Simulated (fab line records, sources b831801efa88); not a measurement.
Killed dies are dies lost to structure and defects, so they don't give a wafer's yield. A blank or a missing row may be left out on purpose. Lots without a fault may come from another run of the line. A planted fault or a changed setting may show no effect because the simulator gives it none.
Which tool did it? | flow sky130 | 14 lots, 42 wafers sampled, at 6 steps of a route of 708

WHAT THE GAUGES READ, wafer by wafer
SKY_CONTACT_RS_MEAS_25: measures by four-point-probe.
lot  | measured     | on            | CONTACT_W_RS (ohm/sq)
L660 | day 31 14:36 | film_metro-02 | 0.339 0.340 0.340
L661 | day 31 21:32 | film_metro-03 | 0.340 0.340 0.347
L662 | day 31 22:00 | film_metro-02 | 0.332 0.344 0.333
L663 | day 32 12:40 | film_metro-01 | 0.339 0.339 0.330
L666 | day 33 22:40 | film_metro-02 | 0.340 0.339 0.333
L664 | day 34 02:44 | film_metro-01 | 0.344 0.344 0.330
L667 | day 34 07:59 | film_metro-03 | 0.336 0.339 0.336
L668 | day 34 14:35 | film_metro-02 | 0.337 0.339 0.336
L672 | day 35 16:31 | film_metro-02 | 0.341 0.341 0.337
L676 | day 36 18:14 | film_metro-03 | 0.364 0.363 0.361 0.364 0.364 0.362
L680 | day 38 01:23 | film_metro-03 | 0.341 0.332 0.345
L679 | day 38 01:45 | film_metro-03 | 0.366 0.365 0.370 0.365 0.366 0.370
L681 | day 38 20:23 | film_metro-02 | 0.339 0.331 0.342
L682 | day 38 21:38 | film_metro-03 | 0.333 0.341 0.334

SKY_CONTACT_THK_MEAS_26: measures by xrf.
lot  | measured     | on            | CONTACT_W_THK (nm)
L660 | day 31 14:43 | film_metro-02 | 339 335 334
L661 | day 31 21:38 | film_metro-03 | 343 342 336
L662 | day 31 22:07 | film_metro-02 | 343 330 342
L663 | day 32 12:47 | film_metro-01 | 339 338 348
L666 | day 33 22:47 | film_metro-02 | 336 338 343
L664 | day 34 02:51 | film_metro-01 | 332 333 348
L667 | day 34 08:05 | film_metro-03 | 346 344 347
L668 | day 34 14:43 | film_metro-02 | 332 333 339
L672 | day 35 16:37 | film_metro-02 | 336 334 338
L676 | day 36 22:12 | film_metro-03 | 319 321 324 320 322 324
L680 | day 38 01:30 | film_metro-03 | 341 351 338
L679 | day 38 04:05 | film_metro-03 | 320 322 314 318 319 312
L681 | day 38 20:29 | film_metro-02 | 335 344 334
L682 | day 38 21:45 | film_metro-03 | 350 341 349

WHICH TOOL RAN EACH LOT (tool, then ch and the chambers of the sampled wafers, then the start)
lot  | SKY_LOCAL_INTERCONNECT_METAL_ETCH_14 | SKY_LOCAL_INTERCONNECT_STRIP_15      | SKY_CONTACT_CMP_04            | SKY_CONTACT_CVD_24
L660 | rie_metal-02 ch 0,1, day 30 08:01    | plasma_asher-02 ch 0, day 30 08:04   | cmp-01 ch 0,1,3, day 30 08:55 | cvd_w-01 ch 0,1, day 31 14:29
L661 | rie_metal-02 ch 0,1, day 30 15:13    | plasma_asher-02 ch 0,1, day 30 15:16 | cmp-02 ch 0,1,2, day 30 16:13 | cvd_w-01 ch 0,1, day 31 21:24
L662 | rie_metal-03 ch 1, day 30 15:49      | plasma_asher-04 ch 0,1, day 30 15:52 | cmp-01 ch 0,2,3, day 30 16:46 | cvd_w-01 ch 0,1, day 31 21:52
L663 | rie_metal-03 ch 0,1, day 31 06:10    | plasma_asher-01 ch 0,1, day 31 06:13 | cmp-01 ch 0,2, day 31 07:26   | cvd_w-02 ch 0,1, day 32 12:32
L666 | rie_metal-02 ch 0, day 32 18:44      | plasma_asher-01 ch 0,1, day 32 18:50 | cmp-02 ch 0,1, day 32 19:41   | cvd_w-01 ch 0,1, day 33 22:33
L664 | rie_metal-04 ch 0,1, day 32 22:37    | plasma_asher-01 ch 0,1, day 32 22:40 | cmp-02 ch 1,2,3, day 32 23:38 | cvd_w-02 ch 0,1, day 34 02:37
L667 | rie_metal-03 ch 1, day 33 03:46      | plasma_asher-02 ch 0, day 33 03:49   | cmp-02 ch 0,3, day 33 04:40   | cvd_w-01 ch 0,1, day 34 07:51
L668 | rie_metal-03 ch 0,1, day 33 10:04    | plasma_asher-02 ch 0,1, day 33 10:07 | cmp-02 ch 1,2,3, day 33 11:01 | cvd_w-01 ch 0,1, day 34 14:29
L672 | rie_metal-02 ch 0,1, day 34 11:56    | plasma_asher-04 ch 0,1, day 34 12:01 | cmp-01 ch 0,2,3, day 34 12:47 | cvd_w-01 ch 0,1, day 35 16:25
L676 | rie_metal-03 ch 0,1, day 35 13:23    | plasma_asher-02 ch 0,1, day 35 13:28 | cmp-01 ch 1,2,3, day 35 14:21 | cvd_w-01 ch 0,1, day 36 18:06
L680 | rie_metal-02 ch 0,1, day 36 21:11    | plasma_asher-01 ch 0,1, day 36 21:14 | cmp-01 ch 0,3, day 36 22:04   | cvd_w-02 ch 0,1, day 38 01:16
L679 | rie_metal-03 ch 0,1, day 36 21:14    | plasma_asher-04 ch 0,1, day 36 21:18 | cmp-02 ch 1,2, day 36 22:09   | cvd_w-01 ch 0,1, day 38 01:38
L681 | rie_metal-02 ch 0,1, day 37 16:52    | plasma_asher-02 ch 0,1, day 37 16:55 | cmp-01 ch 0,2,3, day 37 17:47 | cvd_w-02 ch 0,1, day 38 20:15
L682 | rie_metal-03 ch 0,1, day 37 18:01    | plasma_asher-01 ch 0,1, day 37 18:04 | cmp-01 ch 0,2, day 37 18:53   | cvd_w-02 ch 0,1, day 38 21:31
- SKY_LOCAL_INTERCONNECT_METAL_ETCH_14: etches TiN in Cl2/BCl3, stops on PSG, target depth 110 nm, time 31.4 s.
- SKY_LOCAL_INTERCONNECT_STRIP_15: strips in O2/N2.
- SKY_CONTACT_CMP_04: polishes SiO2.
- SKY_CONTACT_CVD_24: deposits W, target thk 340 nm, time 102.12 s.

WHAT THE TOOLS THEMSELVES READ (means of the sampled wafers that have a number; where no wafer has one, the mark that the record gives instead)
SKY_LOCAL_INTERCONNECT_METAL_ETCH_14.
lot  | tool         | drypump_motor_current_A (A) | oes_product_au (a.u.) | throttle_valve_pct (%)
L660 | rie_metal-02 | 5.72                        | 0.946                 | 21.891
L661 | rie_metal-02 | 5.92                        | 0.944                 | 21.894
L662 | rie_metal-03 | 5.70                        | 0.938                 | 21.903
L663 | rie_metal-03 | 5.71                        | 0.951                 | 21.901
L666 | rie_metal-02 | 5.51                        | 0.935                 | 21.909
L664 | rie_metal-04 | 6.06                        | 0.946                 | 21.897
L667 | rie_metal-03 | 5.70                        | 0.943                 | 21.902
L668 | rie_metal-03 | 5.70                        | 0.942                 | 21.899
L672 | rie_metal-02 | 5.72                        | 0.943                 | 21.890
L676 | rie_metal-03 | 5.71                        | 0.939                 | 21.901
L680 | rie_metal-02 | 5.88                        | 0.943                 | 21.903
L679 | rie_metal-03 | 5.70                        | 0.937                 | 21.904
L681 | rie_metal-02 | 5.72                        | 0.944                 | 21.904
L682 | rie_metal-03 | 5.70                        | 0.936                 | 21.916

SKY_LOCAL_INTERCONNECT_STRIP_15.
lot  | tool            | drypump_motor_current_A (A) | oes_product_au (a.u.) | strip_time_to_endpoint_s (s)
L660 | plasma_asher-02 | 4.8                         | 0.432                 | 4.743
L661 | plasma_asher-02 | 5.2                         | 0.425                 | 4.737
L662 | plasma_asher-04 | 5.5                         | 0.429                 | 4.734
L663 | plasma_asher-01 | 6.3                         | 0.426                 | 4.754
L666 | plasma_asher-01 | 6.3                         | 0.428                 | 4.734
L664 | plasma_asher-01 | 6.3                         | 0.431                 | 4.738
L667 | plasma_asher-02 | 4.9                         | 0.430                 | 4.734
L668 | plasma_asher-02 | 5.1                         | 0.430                 | 4.761
L672 | plasma_asher-04 | 5.5                         | 0.433                 | 4.751
L676 | plasma_asher-02 | 5.1                         | 0.427                 | 4.794
L680 | plasma_asher-01 | 6.2                         | 0.430                 | 4.745
L679 | plasma_asher-04 | 5.5                         | 0.428                 | 4.732
L681 | plasma_asher-02 | 5.2                         | 0.425                 | 4.736
L682 | plasma_asher-01 | 6.2                         | 0.426                 | 4.729

SKY_CONTACT_CMP_04.
lot  | tool   | head_pressure_psi (psi) | motor_current_A (A) | time_to_endpoint_s (s)
L660 | cmp-01 | 4.002                   | 12.4                | 83
L661 | cmp-02 | 4.008                   | 12.2                | 87
L662 | cmp-01 | 3.994                   | 12.6                | 83
L663 | cmp-01 | 4.005                   | 13.0                | 80
L666 | cmp-02 | 4.000                   | 12.0                | 88
L664 | cmp-02 | 3.997                   | 10.6                | 86
L667 | cmp-02 | 4.002                   | 10.3                | 80
L668 | cmp-02 | 3.999                   | 11.6                | 83
L672 | cmp-01 | 3.997                   | 12.8                | 85
L676 | cmp-01 | 3.994                   | 12.8                | 78
L680 | cmp-01 | 4.004                   | 13.3                | 81
L679 | cmp-02 | 3.985                   | 12.7                | 89
L681 | cmp-01 | 4.005                   | 12.8                | 86
L682 | cmp-01 | 4.003                   | 13.4                | 80

SKY_CONTACT_CVD_24.
lot  | tool     | chamber_pressure_Torr (Torr) | heater_power_w (W)
L660 | cvd_w-01 | 40.01                        | 850
L661 | cvd_w-01 | 40.02                        | 839
L662 | cvd_w-01 | 39.96                        | 830
L663 | cvd_w-02 | 39.98                        | 926
L666 | cvd_w-01 | 40.05                        | 832
L664 | cvd_w-02 | 40.05                        | 931
L667 | cvd_w-01 | 40.01                        | 856
L668 | cvd_w-01 | 40.00                        | 820
L672 | cvd_w-01 | 40.05                        | 851
L676 | cvd_w-01 | 34.93                        | 828
L680 | cvd_w-02 | 39.98                        | 928
L679 | cvd_w-01 | 35.03                        | 844
L681 | cvd_w-02 | 39.97                        | 926
L682 | cvd_w-02 | 39.99                        | 973

THE ANSWER, worked out from the rows above alone
Rule: what is usual is taken from the lots themselves. Put in order of their means at a reading, lots are off if they are a third of the lots or fewer, leave a main group of 4 or more, and stand apart from it by a gap of 3 or more times the standard deviation of the main group's means; of several such gaps the widest counts. A main group whose means are all the same, to the digits that the tables above print for the reading, isn't used. A lot without any number at a reading at which 4 lots or more have one is off too. The other lots that the step has rows for count as sound. The gauges are gone through in route order, then the tools' own readings, and for those a lot's mean is taken as printed above. The first step at which some lot is off is used, and at that step the reading that is off furthest; a lot without a number counts as furthest.
Off: L676, L679, at SKY_CONTACT_RS_MEAS_25 (CONTACT_W_RS). The main group: mean 0.338 ohm/sq, standard deviation 0.0018.
A tool fits if, at a process step before that reading, it ran every lot that is off, and no sound lot after the first of them. The gauges at SKY_CONTACT_RS_MEAS_25 aren't tried: what is off there is off at SKY_CONTACT_CVD_24 too, on other tools, and a gauge's error can't cause that. One fits: cvd_w-01 at SKY_CONTACT_CVD_24. Its last sound lot is L672 (day 35 16:25), its first lot that is off L676 (day 36 18:06): a fault that began between those two fits.
The tool's own readings at SKY_CONTACT_CVD_24 bear it out: on the lots that are off they differ by more than 5 times the standard deviation of the sound lots' means. chamber_pressure_Torr reads 34.98 Torr there against 40.01 Torr on the sound lots.

WHAT THE SIMULATOR HAD PUT IN
Process parameter drift: cvd_w-01, from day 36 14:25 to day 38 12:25, at SKY_CONTACT_CVD_24. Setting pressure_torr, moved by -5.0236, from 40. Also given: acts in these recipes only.
Lots struck among those shown: L676, L679. The rule above found the same.
